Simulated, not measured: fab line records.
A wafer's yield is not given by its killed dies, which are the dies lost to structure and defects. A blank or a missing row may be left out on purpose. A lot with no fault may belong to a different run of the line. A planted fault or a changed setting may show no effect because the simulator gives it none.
Which of the tools did it?	flow gf180mcu	18 wafers from 6 lots sampled at 2 of the route's 602 steps

## WHAT EACH GAUGE READ, for each wafer
GF_V5_THK_MEAS_03.
lot	measured	on	V5_CVD_02_THK (nm)
L526	day 26 12:49	film-metro-04	1482 1497 1503
L528	day 27 04:13	film-metro-04	1444 1483 1443
L530	day 28 15:41	film-metro-02	1457 1428 1471
L532	day 28 20:32	film-metro-04	1463 1438 1476
L535	day 29 13:15	film-metro-03	1437 1435 1457
L546	day 32 13:04	film-metro-04	1452 1464 1508

## WHAT TOOL EACH LOT RAN ON (gives the tool, then ch and the chambers of the sampled wafers, and finally the start)
lot	GF_V1_STRIP_18
L526	plasma-asher-01 ch 0,1, day 18 09:56
L528	plasma-asher-04 ch 0,1, day 19 01:35
L530	plasma-asher-04 ch 0,1, day 20 01:05
L532	plasma-asher-03 ch 0,1, day 20 19:41
L535	plasma-asher-04 ch 1, day 21 23:23
L546	plasma-asher-01 ch 0,1, day 25 14:38
- GF_V1_STRIP_18: strips in O2/N2.

## THE ANSWER, worked out from the rows above alone
Rule: what is usual is taken from the lots themselves. The widest of any qualifying gaps counts: lots, ordered by their means at a reading, are off when they make up no more than a third of the lots, leave a main group of 4 or more, and stand apart from it by 3 or more times the standard deviation of that group's means. The tables above print the reading to a certain number of digits; a main group whose means all agree to those digits is not used. A lot without any number at a reading at which 4 lots or more have one is off too. Any other lot the step has rows for is counted as sound.
Across all readings shown, no lot is off: no conclusion can be drawn from this.

## WHAT THE SIMULATOR PUT IN
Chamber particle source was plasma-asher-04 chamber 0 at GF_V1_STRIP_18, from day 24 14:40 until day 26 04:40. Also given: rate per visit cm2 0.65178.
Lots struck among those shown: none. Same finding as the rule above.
